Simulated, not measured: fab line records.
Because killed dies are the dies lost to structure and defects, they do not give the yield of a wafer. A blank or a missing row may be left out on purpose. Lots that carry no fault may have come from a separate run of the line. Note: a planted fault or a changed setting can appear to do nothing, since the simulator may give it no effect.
Which tool did it? ; flow sky130 ; 36 wafers from 12 lots sampled at 5 of the route's 708 steps

## WHAT EACH GAUGE READ, for each wafer
SKY_VIA2_BOW_MEAS_03. Usual: VIA2_BOW gives 87 um (standard deviation 6.9).
lot;measured;on;VIA2_BOW (um);flag
L280;day 34 18:01;film_metro-04;83 79 90;
L281;day 35 05:10;film_metro-04;92 85 91;
L282;day 35 17:28;film_metro-03;94 79 82;
L283;day 35 23:50;film_metro-04;84 84 94;
L285;day 36 06:53;film_metro-02;82 86 85;
L286;day 36 22:14;film_metro-03;84 105 87;
L287;day 37 09:44;film_metro-04;79 80 81;
L288;day 37 13:10;film_metro-02;89 102 92;
L290;day 38 07:29;film_metro-02;86 87 87;
L295;day 39 13:41;film_metro-02;86 84 81;
L299;day 40 17:10;film_metro-03;90 80 86;
L300;day 41 04:23;film_metro-03;84 83 85;

## WHICH TOOL RAN EACH LOT (tool, then ch and the chambers of the sampled wafers, then the start)
lot;SKY_LDD_N_IMPLANT_10;SKY_LDD_N_STRIP_16;SKY_METAL2_SPUTTER_03;SKY_METAL2_STRIP_20
L280;implanter-01 ch 0, day 17 06:07;plasma_asher-01 ch 0,1, day 17 07:01;pvd_sputter-04, day 33 13:50;plasma_asher-04 ch 0,1, day 34 16:56
L281;implanter-01 ch 0, day 17 17:56;plasma_asher-04 ch 0,1, day 17 18:48;pvd_sputter-04, day 34 00:40;plasma_asher-02 ch 0,1, day 35 03:50
L282;implanter-01 ch 0, day 18 08:17;plasma_asher-03 ch 0,1, day 18 09:09;pvd_sputter-02, day 34 13:53;plasma_asher-02 ch 0,1, day 35 16:22
L283;implanter-01 ch 0, day 18 16:19;plasma_asher-04 ch 0,1, day 18 17:13;pvd_sputter-02, day 34 19:59;plasma_asher-02 ch 0,1, day 35 22:43
L285;implanter-01 ch 0, day 19 00:59;plasma_asher-04 ch 1, day 19 01:51;pvd_sputter-04, day 35 02:04;plasma_asher-04 ch 1, day 36 05:46
L286;implanter-01 ch 0, day 19 19:26;plasma_asher-04 ch 0,1, day 19 20:18;pvd_sputter-02, day 35 18:56;plasma_asher-02 ch 0,1, day 36 21:07
L287;implanter-03 ch 0, day 20 08:34;plasma_asher-01 ch 0,1, day 20 09:28;pvd_sputter-04, day 36 06:37;plasma_asher-01 ch 0,1, day 37 08:40
L288;implanter-03 ch 0, day 20 10:27;plasma_asher-03 ch 0,1, day 20 11:21;pvd_sputter-04, day 36 09:46;plasma_asher-01 ch 0,1, day 37 12:05
L290;implanter-01 ch 0, day 21 06:22;plasma_asher-03 ch 0,1, day 21 07:16;pvd_sputter-02, day 37 04:49;plasma_asher-02 ch 1, day 38 06:22
L295;implanter-03 ch 0, day 22 23:17;plasma_asher-01 ch 0, day 23 00:10;pvd_sputter-02, day 38 10:59;plasma_asher-01 ch 0,1, day 39 12:19
L299;implanter-03 ch 0, day 24 08:59;plasma_asher-01 ch 0,1, day 24 09:51;pvd_sputter-04, day 39 15:16;plasma_asher-04 ch 0,1, day 40 16:04
L300;implanter-03 ch 0, day 24 20:17;plasma_asher-04 ch 0,1, day 24 21:09;pvd_sputter-01, day 40 02:45;plasma_asher-04 ch 0,1, day 41 03:14
- SKY_LDD_N_IMPLANT_10
- SKY_LDD_N_STRIP_16: strips in O2/N2.
- SKY_METAL2_SPUTTER_03: material Ti, target thk 5 nm, time 3.3 s.
- SKY_METAL2_STRIP_20: strips in O2/N2.

## WHAT THE TOOLS THEMSELVES READ (means of the sampled wafers that have a number; where no wafer has one, the mark that the record gives instead)
SKY_LDD_N_IMPLANT_10. Usual: dose_ions_cm2 7.5e+13, standard deviation 8.8e+10; faraday_current_uA 422, standard deviation 8.7.
lot;tool;dose_ions_cm2;faraday_current_uA;flag
L280;implanter-01;7.5e+13;429;
L281;implanter-01;7.5e+13;425;
L282;implanter-01;7.5e+13;422;
L283;implanter-01;7.5e+13;418;
L285;implanter-01;7.5e+13;425;
L286;implanter-01;7.5e+13;416;
L287;implanter-03;7.5e+13;415;
L288;implanter-03;7.5e+13;429;
L290;implanter-01;7.5e+13;420;
L295;implanter-03;7.5e+13;418;
L299;implanter-03;5.0e+13;280;OFF
L300;implanter-03;5.0e+13;280;OFF

SKY_LDD_N_STRIP_16. Usual: drypump_motor_current_A 5.5 A, standard deviation 0.34; oes_product_au 0.406 a.u., standard deviation 0.0045; strip_time_to_endpoint_s 4.309 s, standard deviation 0.015.
lot;tool;drypump_motor_current_A (A);oes_product_au (a.u.);strip_time_to_endpoint_s (s);flag
L280;plasma_asher-01;5.6;0.407;4.312;
L281;plasma_asher-04;5.1;0.406;4.295;
L282;plasma_asher-03;5.8;0.407;4.295;
L283;plasma_asher-04;5.1;0.405;4.323;
L285;plasma_asher-04;4.9;0.405;4.321;
L286;plasma_asher-04;5.1;0.407;4.315;
L287;plasma_asher-01;5.6;0.405;4.306;
L288;plasma_asher-03;5.8;0.403;4.314;
L290;plasma_asher-03;5.8;0.408;4.311;
L295;plasma_asher-01;5.9;0.403;4.293;
L299;plasma_asher-01;5.6;0.404;4.248;OFF
L300;plasma_asher-04;5.1;0.405;4.249;OFF

SKY_METAL2_SPUTTER_03. Usual: throttle_valve_pct at 29.9 %, with a standard deviation of 1.1.
lot;tool;throttle_valve_pct (%);flag
L280;pvd_sputter-04;30.3;
L281;pvd_sputter-04;29.4;
L282;pvd_sputter-02;29.7;
L283;pvd_sputter-02;29.9;
L285;pvd_sputter-04;29.7;
L286;pvd_sputter-02;29.8;
L287;pvd_sputter-04;30.0;
L288;pvd_sputter-04;29.9;
L290;pvd_sputter-02;29.7;
L295;pvd_sputter-02;30.0;
L299;pvd_sputter-04;30.0;
L300;pvd_sputter-01;30.4;

SKY_METAL2_STRIP_20. Usual: drypump_motor_current_A 5.5 A, standard deviation 0.34; oes_product_au 0.344 a.u., standard deviation 0.0044; strip_time_to_endpoint_s 2.70 s, standard deviation 0.031.
lot;tool;drypump_motor_current_A (A);oes_product_au (a.u.);strip_time_to_endpoint_s (s);flag
L280;plasma_asher-04;5.1;0.346;2.67;
L281;plasma_asher-02;5.6;0.346;2.75;
L282;plasma_asher-02;5.6;0.339;2.69;
L283;plasma_asher-02;5.6;0.341;2.74;
L285;plasma_asher-04;4.9;0.348;2.71;
L286;plasma_asher-02;5.6;0.343;2.71;
L287;plasma_asher-01;5.6;0.343;2.72;
L288;plasma_asher-01;5.8;0.347;2.73;
L290;plasma_asher-02;5.6;0.342;2.69;
L295;plasma_asher-01;5.6;0.342;2.75;
L299;plasma_asher-04;5.1;0.341;2.67;
L300;plasma_asher-04;5.3;0.348;2.71;

## THE ANSWER, worked out from the rows above alone
Rule: take the mean of a lot's wafers that have a number; if it is more than 3 standard deviations from the usual mean, the lot is off. A lot without any number at a reading at which 4 lots or more have one is off too. All remaining lots with rows at the step are treated as sound. Order of review: gauges by route order, followed by the tools' own readings, for which a lot's mean as printed above is used. The first step at which some lot is off is used, and at that step the reading that is off furthest; a lot without a number counts as furthest.
Off at SKY_LDD_N_IMPLANT_10 (dose_ions_cm2): L299, L300.
A tool fits if, at that step or a process step before it, it ran every lot that is off, and no sound lot after the first of them. One fits: SKY_LDD_N_IMPLANT_10 on implanter-03. A fault onset in the window from L295 (day 22 23:17, its last sound lot) to L299 (day 24 08:59, its first lot off) fits.
The tool's own readings at SKY_LDD_N_IMPLANT_10 bear it out: on the lots that are off they differ by more than 5 times the standard deviation of the sound lots' means. dose_ions_cm2 reads 5.0e+13 there against 7.5e+13 on the sound lots; faraday_current_uA reads 280 there against 422 on the sound lots.

## WHAT THE SIMULATOR PUT IN
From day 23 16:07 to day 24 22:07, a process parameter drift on implanter-03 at SKY_LDD_N_IMPLANT_10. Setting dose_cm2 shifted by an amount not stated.
Lots struck among those shown: L299, L300. This agrees with what the rule above found.
